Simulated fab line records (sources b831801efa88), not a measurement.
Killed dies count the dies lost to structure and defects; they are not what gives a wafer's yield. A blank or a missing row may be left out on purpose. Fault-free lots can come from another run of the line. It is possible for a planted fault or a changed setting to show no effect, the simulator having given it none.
One fault seen from 2 desks | flow sfq-line | what lay behind the numbers comes last; until then each desk has only its own

== FROM THE METROLOGY DESK ==
What the gauges read, lot by lot, whatever tool the lot ran on: means of the sampled wafers that have a number. Marked OUT: a lot whose mean sits more than 4 standard deviations from the usual mean, which makes it out of limits; the brackets give that distance.
Columns: A = M7_OVL at SFQ_M7_OVL_MEAS_945, usual 0 nm; B = I7_BOW at SFQ_I7_BOW_MEAS_946, usual 9 um; C = I7_OVL at SFQ_I7_OVL_MEAS_947, usual -1 nm
lot  | first seen here | A  | B  | C
L803 | day 73 21:29    | -9 | 7  | -1
L812 | day 78 06:06    | 4  | 19 | 1
L813 | day 78 17:02    | 6  | 9  | -1
L815 | day 79 03:50    | 11 | 9  | -6
L823 | day 81 02:45    | -9 | -6 | 3
L826 | day 82 17:48    | -5 | -7 | 1
This desk found nothing out of limits on any of the 6 lots.

== THE TOOL OWNER'S DESK: cmp-01 ==
The tool's own readings at SFQ_TRILAYER_I7_CMP_CMP_184 (polishes SiO2): means of the sampled wafers that have a number, for each lot that ran on this tool. Marked OUT: a lot whose mean sits more than 4 standard deviations from the usual mean, which makes it out of limits; the brackets give that distance.
Columns: A = motor-current-A at SFQ_TRILAYER_I7_CMP_CMP_184, usual 10.0 A; B = retaining-ring-pressure-frac at SFQ_TRILAYER_I7_CMP_CMP_184, usual 1.000; C = time-to-endpoint-s at SFQ_TRILAYER_I7_CMP_CMP_184, usual 212 s
lot  | first seen here | A    | B     | C
L803 | day 73 23:59    | 10.2 | 1.001 | 210
L812 | day 78 07:40    | 10.3 | 0.998 | 212
L815 | day 79 04:55    | 10.5 | 0.992 | 209
This desk found nothing out of limits on any of the 3 lots.

== ALL TOGETHER ==
The metrology desk saw nothing out of limits.
The desk of the tool owner found nothing out of limits.

== WHAT HAD BEEN PUT IN BY THE SIMULATOR ==
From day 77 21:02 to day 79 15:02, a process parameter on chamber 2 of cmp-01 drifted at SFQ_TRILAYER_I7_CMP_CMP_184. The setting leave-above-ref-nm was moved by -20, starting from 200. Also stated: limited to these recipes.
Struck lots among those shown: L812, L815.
